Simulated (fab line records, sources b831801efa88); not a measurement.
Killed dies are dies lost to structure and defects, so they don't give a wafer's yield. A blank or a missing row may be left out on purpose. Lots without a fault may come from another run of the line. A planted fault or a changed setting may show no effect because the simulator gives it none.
fab line records | flow gf180mcu
record lots=12 wafers=36 last_day=34
route steps=602 shown CONTACT@311 V1@352 MIM@506 V5@555
lots that met no fault: from a run of the same line without faults
start_h: hours from the record's first day to the start of the lot's first wafer shown | wait_h: hours since the lot's step before | " the same as in the row above | L1.1+2: a row that stands for several wafers | - no value, or no start given | * or withheld: withheld | < > ~ a bound
route shown NAME@n: a module of which the file shows steps, and the number in the route of the first | usual: mean/standard deviation of fault-free wafers | same: alike in all rows | chamber/n: place in a boat | sites: the reading at each site | _std_site: their standard deviation | _edge_site: outer sites' mean less inner sites' | radius_mm: how far each site lies from the wafer's centre | mask NAME#n: copy n | behind: the tool/chamber that last shaped the wafer | hold: why the lot was held/for how many hours/how that ended | device: the transistor (n, p or np) that didn't switch | end of line: the same wafers' tests at the end of the route | a step without rows: its recipe alone | killed: dies lost to structure and defects at the first sort, not the wafer's yield | map: a wafer's dies, x killed, . not, _ none there
set.NAME: the setting as run; set.NAME@STEP: as run at that earlier step | model.NAME: the simulator's own value behind a step, which no gauge read
steps of the route over a sample of lots; a table a step, a row a wafer
services: from which hour (start_h, from the record's first day; less than 0 if before it) a tool's chamber was out of use, for how many hours, and why
## steps
# step GF_CONTACT_CVD_24
# recipe material=W target_thk_nm=300 time_s=90.339 temp_c=400 pressure_torr=40
# usual heater_power_w=872/56
# columns lot.wafer tool chamber start_h wait_h heater_power_w
L659.2 cvd_w-02 0 362.29 0.0 838
L659.4 " 0 " " 832
L659.5 " 1 " " 875
L661.2 cvd_w-02 0 378.78 0.0 845
L661.3 " 0 " " 854
L661.6 " 0 " " 831
L664.1 cvd_w-02 0 407.19 0.0 817
L664.3 " 0 " " 800
L664.6 " 1 " " 803
L665.1 cvd_w-02 0 414.58 0.0 803
L665.4 " 0 " " 794
L665.6 " 1 " " 848
L672.3 cvd_w-01 0 481.33 0.1 950
L672.4 " 1 " " 932
L672.6 " 1 " " 908
L673.1 cvd_w-02 0 490.15 0.0 777
L673.3 " 0 " " 804
L673.4 " 1 " " 832
L674.1 cvd_w-02 0 497.59 0.0 815
L674.2 " 1 " " 845
L674.3 " 0 " " 805
L675.1 cvd_w-02 0 503.67 0.0 799
L675.2 " 1 " " 836
L675.4 " 0 " " 817
L676.3 cvd_w-02 1 511.94 0.1 862
L676.4 " 1 " " 824
L676.5 " 1 " " 836
L677.1 cvd_w-01 1 521.22 0.0 951
L677.4 " 1 " " 922
L677.6 " 1 " " 909
L680.1 cvd_w-02 1 542.52 0.0 835
L680.2 " 0 " " 809
L680.5 " 1 " " 837
L682.1 cvd_w-02 1 561.74 0.0 852
L682.2 " 0 " " 813
L682.5 " 1 " " 878
# step GF_CONTACT_RS_MEAS_25
# recipe thk_meas_gauge=four-point-probe reads=W_of_CONTACT_CVD_24+TiN_of_CONTACT_SPUTTER_23+Ti_of_CONTACT_SPUTTER_22
# usual CONTACT_W_RS=0.383/0.004
# columns lot.wafer tool chamber start_h wait_h CONTACT_W_RS[ohm/sq]
L659.2 film_metro-03 - 362.41 0.1 0.387
L659.4 " - " " 0.390
L659.5 " - " " 0.392
L661.2 film_metro-03 - 378.90 0.1 0.386
L661.3 " - " " 0.390
L661.6 " - " " 0.388
L664.1 film_metro-04 - 407.29 0.1 0.380
L664.3 " - " " 0.540
L664.6 " - " " 0.546
L665.1 film_metro-04 - 414.68 0.1 0.386
L665.4 " - " " 0.381
L665.6 " - " " 0.543
L672.3 film_metro-03 - 481.43 0.1 0.383
L672.4 " - " " 0.385
L672.6 " - " " 0.382
L673.1 film_metro-01 - 490.25 0.1 0.380
L673.3 " - " " 0.380
L673.4 " - " " 0.376
L674.1 film_metro-03 - 497.69 0.1 0.382
L674.2 " - " " 0.378
L674.3 " - " " 0.383
L675.1 film_metro-04 - 503.77 0.1 0.382
L675.2 " - " " 0.381
L675.4 " - " " 0.387
L676.3 film_metro-01 - 512.11 0.1 0.376
L676.4 " - " " 0.382
L676.5 " - " " 0.377
L677.1 film_metro-01 - 521.32 0.1 0.378
L677.4 " - " " 0.380
L677.6 " - " " 0.377
L680.1 film_metro-01 - 542.62 0.1 0.382
L680.2 " - " " 0.391
L680.5 " - " " 0.386
L682.1 film_metro-03 - 561.84 0.1 0.381
L682.2 " - " " 0.386
L682.5 " - " " 0.384
# step GF_CONTACT_THK_MEAS_26
# recipe thk_meas_gauge=xrf reads=W_of_CONTACT_CVD_24
# usual CONTACT_W_THK=292/3.5
# columns lot.wafer tool chamber start_h wait_h CONTACT_W_THK[nm]
L659.2 film_metro-03 - 362.52 0.1 291
L659.4 " - " " 290
L659.5 " - " " 288
L661.2 film_metro-03 - 379.01 0.1 293
L661.3 " - " " 289
L661.6 " - " " 291
L664.1 film_metro-04 - 407.41 0.1 294
L664.3 " - " " 208
L664.6 " - " " 206
L665.1 film_metro-04 - 414.80 0.1 284
L665.4 " - " " 290
L665.6 " - " " 205
L672.3 film_metro-03 - 481.53 0.1 293
L672.4 " - " " 291
L672.6 " - " " 292
L673.1 film_metro-01 - 490.37 0.1 293
L673.3 " - " " 293
L673.4 " - " " 295
L674.1 film_metro-03 - 497.81 0.1 293
L674.2 " - " " 296
L674.3 " - " " 292
L675.1 film_metro-04 - 503.89 0.1 291
L675.2 " - " " 291
L675.4 " - " " 288
L676.3 film_metro-01 - 512.21 0.1 299
L676.4 " - " " 296
L676.5 " - " " 298
L677.1 film_metro-01 - 521.44 0.1 298
L677.4 " - " " 296
L677.6 " - " " 299
L680.1 film_metro-01 - 542.74 0.1 293
L680.2 " - " " 284
L680.5 " - " " 289
L682.1 film_metro-03 - 561.96 0.1 291
L682.2 " - " " 289
L682.5 " - " " 290
# step GF_CONTACT_CMP_27
# recipe stop_on=SiO2 down_force_psi=3.5 platen_rpm=60 t_overpolish_s=15 target_thk_nm=0 pad_velocity_m_s=0.94248
# usual edge_zone_pressure_frac=1.001/0.0051 motor_current_A=10.8/1.2 slurry_filter_dp_kPa=13.50/0.12 time_to_endpoint_s=72.8/2.7
# columns lot.wafer tool chamber start_h wait_h edge_zone_pressure_frac motor_current_A slurry_filter_dp_kPa time_to_endpoint_s
L659.2 cmp-01 3 362.57 0.0 1.012 8.6 13.60 73.5
L659.4 " 2 " " 1.000 10.9 13.58 71.4
L659.5 " 3 " " 1.006 8.9 13.35 71.1
L661.2 cmp-01 1 379.11 0.1 1.003 10.6 13.38 74.2
L661.3 " 2 " " 0.996 10.9 13.53 72.9
L661.6 " 0 " " 0.996 12.9 13.49 71.0
L664.3 cmp-02 0 407.93 0.5 0.999 10.5 13.37 48.6
L664.1 " 3 " " 0.992 9.9 13.55 74.7
L664.6 " 1 " " 1.003 9.9 13.65 54.5
L665.4 cmp-01 0 414.86 0.0 1.001 13.2 13.59 69.3
L665.1 " 1 " " 0.998 11.0 13.41 72.4
L665.6 " 1 " " 0.998 11.0 13.62 51.5
L672.3 cmp-02 2 481.62 0.1 0.996 11.7 13.30 73.3
L672.4 " 3 " " 1.005 10.2 13.50 73.0
L672.6 " 1 " " 0.999 9.9 13.62 75.3
L673.4 cmp-02 2 490.43 0.0 1.001 12.0 13.37 73.6
L673.1 " 3 " " 0.996 9.9 13.34 73.0
L673.3 " 0 " " 1.002 10.1 13.35 73.2
L674.1 cmp-01 1 497.92 0.1 0.996 10.5 13.53 71.9
L674.3 " 2 " " 0.993 11.1 13.49 72.7
L674.2 " 3 " " 0.998 8.8 13.75 76.6
L675.4 cmp-01 2 503.95 0.0 1.000 11.4 13.52 68.8
L675.1 " 3 " " 1.007 9.6 13.66 74.0
L675.2 " 0 " " 1.005 13.4 13.48 68.7
L676.3 cmp-02 0 512.30 0.1 1.003 11.3 13.69 75.5
L676.4 " 1 " " 1.008 10.0 13.45 74.6
L676.5 " 3 " " 1.000 10.0 13.39 73.1
L677.4 cmp-02 2 521.50 0.0 0.998 11.9 13.52 72.0
L677.1 " 0 " " 1.004 10.7 13.44 72.9
L677.6 " 3 " " 0.993 10.4 13.41 71.4
L680.2 cmp-02 1 542.85 0.1 1.002 9.8 13.11 74.0
L680.1 " 3 " " 0.997 9.3 13.60 68.9
L680.5 " 0 " " 0.987 10.3 13.37 73.9
L682.1 cmp-01 0 562.02 0.1 1.004 13.1 13.47 72.1
L682.2 " 2 " " 1.007 10.9 13.40 71.4
L682.5 " 1 " " 1.003 10.7 13.40 73.3
# step GF_V1_ETCH_17
# recipe chemistry=C4F8/O2/Ar mask_material=KrF target=SiO2 stop_on=TiN source_w=1500 bias_w=1200 pressure_mtorr=40 c4f8_flow_sccm=withheld O2_flow_sccm=6 Ar_flow_sccm=300 time_s=withheld target_depth_a=6300
# usual oes_product_au=0.856/0.0049
# columns lot.wafer tool chamber start_h wait_h oes_product_au
L659.2 rie_diel-02 3 - - 0.856
L659.4 " 2 " " 0.864
L659.5 " 0 " " 0.856
L661.2 rie_diel-04 3 - - 0.862
L661.3 " 0 " " 0.858
L661.6 " 1 " " 0.865
L664.1 rie_diel-04 3 - - 0.854
L664.3 " 2 " " 0.850
L664.6 " 3 " " 0.854
L665.1 rie_diel-04 0 - - 0.850
L665.4 " 3 " " 0.853
L665.6 " 0 " " 0.861
L672.3 rie_diel-02 2 - - 0.851
L672.4 " 0 " " 0.854
L672.6 " 2 " " 0.858
L673.1 rie_diel-02 0 - - 0.862
L673.3 " 3 " " 0.855
L673.4 " 1 " " 0.854
L674.1 rie_diel-03 1 - - 0.848
L674.2 " 0 " " 0.853
L674.3 " 3 " " 0.867
L675.1 rie_diel-04 2 - - 0.850
L675.2 " 3 " " 0.855
L675.4 " 1 " " 0.858
L676.3 rie_diel-02 3 - - 0.856
L676.4 " 2 " " 0.862
L676.5 " 3 " " 0.854
L677.1 rie_diel-03 2 - - 0.851
L677.4 " 1 " " 0.862
L677.6 " 0 " " 0.855
L680.1 rie_diel-02 3 - - 0.855
L680.2 " 0 " " 0.852
L680.5 " 1 " " 0.849
L682.1 rie_diel-02 2 - - 0.865
L682.2 " 1 " " 0.852
L682.5 " 2 " " 0.858
# step GF_MIM_SPUTTER_03
# recipe material=Ti target_thk_nm=10 substrate_temp_c=300 chamber_pressure_pa=0.3 power_w=3000 time_s=6.7
# usual throttle_valve_pct=30.1/0.89
# columns lot.wafer tool chamber start_h wait_h throttle_valve_pct
L659.2 pvd_sputter-03 - 563.05 0.0 28.7
L659.4 " - " " 29.7
L659.5 " - " " 30.9
L661.2 pvd_sputter-01 - 578.73 0.0 30.2
L661.3 " - " " 30.0
L661.6 " - " " 31.2
L664.1 pvd_sputter-03 - 607.19 0.0 29.9
L664.3 " - " " 31.0
L664.6 " - " " 29.8
L665.1 pvd_sputter-01 - 612.34 0.0 30.4
L665.4 " - " " 30.1
L665.6 " - " " 30.1
L672.3 pvd_sputter-01 - 669.09 0.0 31.2
L672.4 " - " " 30.4
L672.6 " - " " 30.1
L673.1 pvd_sputter-03 - 673.13 0.0 30.2
L673.3 " - " " 30.9
L673.4 " - " " 29.8
L674.1 pvd_sputter-04 - 681.08 0.0 30.6
L674.2 " - " " 28.9
L674.3 " - " " 31.0
L675.1 pvd_sputter-03 - 685.40 0.0 29.6
L675.2 " - " " 28.3
L675.4 " - " " 30.3
L676.3 pvd_sputter-04 - 694.34 0.0 30.8
L676.4 " - " " 30.8
L676.5 " - " " 30.9
L677.1 pvd_sputter-04 - 700.23 0.0 29.1
L677.4 " - " " 31.0
L677.6 " - " " 31.0
L680.1 pvd_sputter-01 - 722.53 0.0 30.3
L680.2 " - " " 31.1
L680.5 " - " " 31.2
L682.1 pvd_sputter-04 - 733.93 0.0 31.0
L682.2 " - " " 30.6
L682.5 " - " " 28.9
# step GF_V5_OVL_MEAS_15
# usual V5_OVL=-1/5.5
# columns lot.wafer tool chamber start_h wait_h V5_OVL[nm]
L659.2 overlay-02 - 628.83 0.1 9
L659.4 " - " " 3
L659.5 " - " " 4
L661.2 overlay-01 - 644.34 0.1 1
L661.3 " - " " -2
L661.6 " - " " 4
L664.1 overlay-01 - 668.29 0.1 -5
L664.3 " - " " -5
L664.6 " - " " 0
L665.1 overlay-02 - 673.19 0.1 -11
L665.4 " - " " -4
L665.6 " - " " -5
L672.3 overlay-01 - 726.24 0.1 -5
L672.4 " - " " 0
L672.6 " - " " -8
L673.1 overlay-02 - 730.57 0.1 -4
L673.3 " - " " -1
L673.4 " - " " -10
L674.1 overlay-01 - 737.93 0.1 -11
L674.2 " - " " -4
L674.3 " - " " -7
L675.1 overlay-01 - 741.57 0.1 5
L675.2 " - " " 4
L675.4 " - " " -2
L676.3 overlay-01 - 748.55 0.1 -2
L676.4 " - " " 1
L676.5 " - " " 0
L677.1 overlay-02 - 754.29 0.1 7
L677.4 " - " " 0
L677.6 " - " " 10
L680.1 overlay-02 - 774.57 0.1 2
L680.2 " - " " 1
L680.5 " - " " -4
L682.1 overlay-02 - 785.11 0.1 -2
L682.2 " - " " -6
L682.5 " - " " 0
## services
# columns tool chamber start_h hours kind
rie_diel-04 1 340.44 1.4 repair
cmp-01 - 360.71 0.7 repair
cmp-01 - 365.03 1.9 repair
cvd_w-02 - 390.00 14.0 pm
rie_diel-02 3 390.95 2.9 repair
cmp-02 - 400.54 6.2 pm
cmp-01 - 401.38 0.5 repair
cmp-01 - 404.07 4.0 pm
cvd_w-02 - 462.71 2.8 pm
cmp-01 - 477.63 0.6 repair
cmp-01 - 486.63 0.4 repair
cvd_w-02 0 509.04 2.9 repair
cmp-02 - 513.60 0.6 repair
cvd_w-02 - 521.47 0.4 repair
cmp-02 - 533.78 4.8 pm
rie_diel-02 1 551.46 5.5 repair
rie_diel-02 0 553.96 14.2 repair
cmp-02 - 572.33 4.0 pm
cmp-02 - 613.17 0.9 repair
cmp-01 - 620.27 8.6 pm
rie_diel-02 0 625.05 14.2 repair
rie_diel-02 1 625.87 1.2 repair
rie_diel-02 3 722.39 9.9 repair
cvd_w-02 0 728.40 3.9 repair
## key
first_sign step=GF_CONTACT_RS_MEAS_25 reading=CONTACT_W_RS direction=up sigmas=40 usual=0.383 struck=0.543
effect step=GF_CONTACT_THK_MEAS_26 reading=CONTACT_W_THK direction=down sigmas=25 usual=292 struck=206
effect step=GF_CONTACT_CMP_27 reading=time_to_endpoint_s direction=down sigmas=7.9 usual=* struck=*
met_at GF_CONTACT_CVD_24
struck_lots L664,L665
struck_wafers L664.3,L664.6,L665.6
tester_left_out L664,L665
not_acting_at GF_V1_ETCH_17,GF_MIM_SPUTTER_03,GF_V5_OVL_MEAS_15
onset_between 378.78 407.19
fault kind=process_parameter_drift tool=cvd_w-02 chamber=- onset_h=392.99 steps=GF_CONTACT_CVD_24 channel=target_thk_nm offset=-88.1 shape=step end_h=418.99 scope=struck_wafers_only acts_in=these_recipes_only stated=300
# tester_left_out: of these lots the tester's yield and bins aren't shown, on N5 and GAA mostly nor the transistor test; their killed dies are dies lost to structure and defects alone, not to doping, threshold or leakage, so they don't give the yield
